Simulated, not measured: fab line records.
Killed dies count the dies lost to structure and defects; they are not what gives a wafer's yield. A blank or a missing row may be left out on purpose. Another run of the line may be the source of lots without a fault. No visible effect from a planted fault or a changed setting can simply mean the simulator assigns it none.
Which tool did it? :: flow gf180mcu :: Sampling: 14 lots, 42 wafers, 4 of 602 route steps

== WHAT THE GAUGES SHOWED, per wafer ==
GF_PASSIVATION_THK_MEAS_03.
lot: L688
measured: day 28 03:38
on: film metro-02
PASSIVATION_CVD_02_THK (nm): 716 717 703

lot: L689
measured: day 28 12:11
on: film metro-03
PASSIVATION_CVD_02_THK (nm): 703 702 702

lot: L691
measured: day 29 04:45
on: film metro-02
PASSIVATION_CVD_02_THK (nm): 695 685 703

lot: L692
measured: day 29 12:30
on: film metro-03
PASSIVATION_CVD_02_THK (nm): 698 703 707

lot: L693
measured: day 29 20:34
on: film metro-02
PASSIVATION_CVD_02_THK (nm): 695 696 714

lot: L694
measured: day 30 04:09
on: film metro-02
PASSIVATION_CVD_02_THK (nm): 696 707 725

lot: L695
measured: day 30 16:42
on: film metro-02
PASSIVATION_CVD_02_THK (nm): 697 701 700

lot: L696
measured: day 30 20:05
on: film metro-02
PASSIVATION_CVD_02_THK (nm): 707 713 720

lot: L697
measured: day 31 02:06
on: film metro-03
PASSIVATION_CVD_02_THK (nm): 705 694 716

lot: L698
measured: day 31 10:39
on: film metro-03
PASSIVATION_CVD_02_THK (nm): 698 693 712

lot: L699
measured: day 31 16:28
on: film metro-02
PASSIVATION_CVD_02_THK (nm): 696 688 703

lot: L700
measured: day 31 22:05
on: film metro-02
PASSIVATION_CVD_02_THK (nm): 706 701 724

lot: L701
measured: day 32 00:34
on: film metro-03
PASSIVATION_CVD_02_THK (nm): 691 699 707

lot: L710
measured: day 34 04:40
on: film metro-03
PASSIVATION_CVD_02_THK (nm): 687 677 692

== WHAT TOOL EACH LOT RAN ON (gives the tool, then ch and the chambers of the sampled wafers, and finally the start) ==
lot: L688
GF_V3_CVD_00: hdpcvd-01 ch 0,1,2, day 21 09:22
GF_MIM_SPUTTER_04: pvd sputter-01, day 24 11:51
GF_MIM_SPUTTER_09: pvd sputter-04, day 24 12:03

lot: L689
GF_V3_CVD_00: hdpcvd-02 ch 0,1,2, day 21 17:02
GF_MIM_SPUTTER_04: pvd sputter-01, day 24 20:47
GF_MIM_SPUTTER_09: pvd sputter-04, day 24 20:59

lot: L691
GF_V3_CVD_00: hdpcvd-02 ch 0,2, day 22 15:14
GF_MIM_SPUTTER_04: pvd sputter-02, day 25 15:11
GF_MIM_SPUTTER_09: pvd sputter-04, day 25 15:23

lot: L692
GF_V3_CVD_00: hdpcvd-02 ch 0,1,2, day 22 23:31
GF_MIM_SPUTTER_04: pvd sputter-02, day 25 23:04
GF_MIM_SPUTTER_09: pvd sputter-04, day 25 23:16

lot: L693
GF_V3_CVD_00: hdpcvd-02 ch 1,2, day 23 10:03
GF_MIM_SPUTTER_04: pvd sputter-04, day 26 09:17
GF_MIM_SPUTTER_09: pvd sputter-01, day 26 09:29

lot: L694
GF_V3_CVD_00: hdpcvd-02 ch 1, day 23 17:49
GF_MIM_SPUTTER_04: pvd sputter-02, day 26 16:55
GF_MIM_SPUTTER_09: pvd sputter-04, day 26 17:07

lot: L695
GF_V3_CVD_00: hdpcvd-01 ch 1,2, day 24 10:11
GF_MIM_SPUTTER_04: pvd sputter-01, day 27 07:33
GF_MIM_SPUTTER_09: pvd sputter-02, day 27 07:45

lot: L696
GF_V3_CVD_00: hdpcvd-01 ch 0,1, day 24 14:09
GF_MIM_SPUTTER_04: pvd sputter-01, day 27 10:28
GF_MIM_SPUTTER_09: pvd sputter-02, day 27 10:40

lot: L697
GF_V3_CVD_00: hdpcvd-01 ch 1,2, day 24 20:22
GF_MIM_SPUTTER_04: pvd sputter-02, day 27 16:25
GF_MIM_SPUTTER_09: pvd sputter-04, day 27 16:37

lot: L698
GF_V3_CVD_00: hdpcvd-02 ch 0,1, day 25 08:15
GF_MIM_SPUTTER_04: pvd sputter-02, day 28 03:19
GF_MIM_SPUTTER_09: pvd sputter-04, day 28 03:32

lot: L699
GF_V3_CVD_00: hdpcvd-01 ch 1,2, day 25 14:52
GF_MIM_SPUTTER_04: pvd sputter-04, day 28 09:42
GF_MIM_SPUTTER_09: pvd sputter-02, day 28 09:54

lot: L700
GF_V3_CVD_00: hdpcvd-01 ch 0,1, day 25 20:30
GF_MIM_SPUTTER_04: pvd sputter-01, day 28 15:01
GF_MIM_SPUTTER_09: pvd sputter-02, day 28 15:13

lot: L701
GF_V3_CVD_00: hdpcvd-01 ch 0,1, day 26 01:18
GF_MIM_SPUTTER_04: pvd sputter-01, day 28 18:32
GF_MIM_SPUTTER_09: pvd sputter-04, day 28 18:46

lot: L710
GF_V3_CVD_00: hdpcvd-02 ch 0,2, day 28 17:25
GF_MIM_SPUTTER_04: pvd sputter-02, day 31 06:29
GF_MIM_SPUTTER_09: pvd sputter-04, day 31 06:41
- GF_V3_CVD_00: deposits SiO2, target thk 600 nm, time 100 s.
- GF_MIM_SPUTTER_04: material TiN, target thk 50 nm, time 41.7 s.
- GF_MIM_SPUTTER_09: material TiN, target thk 35 nm, time 29.2 s.

== AS READ BY THE TOOLS THEMSELVES (means over the sampled wafers that have a number; for cases with no such wafer, the mark the record gives instead) ==
GF_V3_CVD_00.
lot: L688
tool: hdpcvd-01
sih4 flow sccm (sccm): 60.00

lot: L689
tool: hdpcvd-02
sih4 flow sccm (sccm): 60.02

lot: L691
tool: hdpcvd-02
sih4 flow sccm (sccm): 60.10

lot: L692
tool: hdpcvd-02
sih4 flow sccm (sccm): 59.86

lot: L693
tool: hdpcvd-02
sih4 flow sccm (sccm): 60.11

lot: L694
tool: hdpcvd-02
sih4 flow sccm (sccm): 59.84

lot: L695
tool: hdpcvd-01
sih4 flow sccm (sccm): 59.90

lot: L696
tool: hdpcvd-01
sih4 flow sccm (sccm): 60.11

lot: L697
tool: hdpcvd-01
sih4 flow sccm (sccm): 59.93

lot: L698
tool: hdpcvd-02
sih4 flow sccm (sccm): 59.92

lot: L699
tool: hdpcvd-01
sih4 flow sccm (sccm): 60.05

lot: L700
tool: hdpcvd-01
sih4 flow sccm (sccm): 60.03

lot: L701
tool: hdpcvd-01
sih4 flow sccm (sccm): 60.05

lot: L710
tool: hdpcvd-02
sih4 flow sccm (sccm): 60.08

GF_MIM_SPUTTER_04.
lot: L688
tool: pvd sputter-01
throttle valve pct (%): 30.4

lot: L689
tool: pvd sputter-01
throttle valve pct (%): 29.6

lot: L691
tool: pvd sputter-02
throttle valve pct (%): 29.5

lot: L692
tool: pvd sputter-02
throttle valve pct (%): 28.3

lot: L693
tool: pvd sputter-04
throttle valve pct (%): 29.9

lot: L694
tool: pvd sputter-02
throttle valve pct (%): 27.9

lot: L695
tool: pvd sputter-01
throttle valve pct (%): 31.0

lot: L696
tool: pvd sputter-01
throttle valve pct (%): 30.4

lot: L697
tool: pvd sputter-02
throttle valve pct (%): 29.5

lot: L698
tool: pvd sputter-02
throttle valve pct (%): 28.5

lot: L699
tool: pvd sputter-04
throttle valve pct (%): 30.7

lot: L700
tool: pvd sputter-01
throttle valve pct (%): 30.5

lot: L701
tool: pvd sputter-01
throttle valve pct (%): 29.6

lot: L710
tool: pvd sputter-02
throttle valve pct (%): 29.2

GF_MIM_SPUTTER_09.
lot: L688
tool: pvd sputter-04
throttle valve pct (%): 29.6

lot: L689
tool: pvd sputter-04
throttle valve pct (%): 30.3

lot: L691
tool: pvd sputter-04
throttle valve pct (%): 30.1

lot: L692
tool: pvd sputter-04
throttle valve pct (%): 30.0

lot: L693
tool: pvd sputter-01
throttle valve pct (%): 30.5

lot: L694
tool: pvd sputter-04
throttle valve pct (%): 30.6

lot: L695
tool: pvd sputter-02
throttle valve pct (%): 27.8

lot: L696
tool: pvd sputter-02
throttle valve pct (%): 29.3

lot: L697
tool: pvd sputter-04
throttle valve pct (%): 29.9

lot: L698
tool: pvd sputter-04
throttle valve pct (%): 30.2

lot: L699
tool: pvd sputter-02
throttle valve pct (%): 29.5

lot: L700
tool: pvd sputter-02
throttle valve pct (%): 29.0

lot: L701
tool: pvd sputter-04
throttle valve pct (%): 29.7

lot: L710
tool: pvd sputter-04
throttle valve pct (%): 30.6

== THE ANSWER, worked out from the rows above alone ==
Rule: the lots themselves supply what counts as usual. Put in order of their means at a reading, lots are off if they are a third of the lots or fewer, leave a main group of 4 or more, and stand apart from it by a gap of 3 or more times the standard deviation of the main group's means; of several such gaps the widest counts. If all means in a main group match to the digits the tables above print for the reading, that group is not used. A lot without any number at a reading at which 4 lots or more have one is off too. Where the step has rows for the other lots, those lots are counted as sound. Order of review: gauges by route order, followed by the tools' own readings, for which a lot's mean as printed above is used. The first step at which some lot is off is used, and at that step the reading that is off furthest; a lot without a number counts as furthest.
No lot is off on any of the readings shown, so nothing can be concluded from this.

== WHAT WAS PUT IN BY THE SIMULATOR ==
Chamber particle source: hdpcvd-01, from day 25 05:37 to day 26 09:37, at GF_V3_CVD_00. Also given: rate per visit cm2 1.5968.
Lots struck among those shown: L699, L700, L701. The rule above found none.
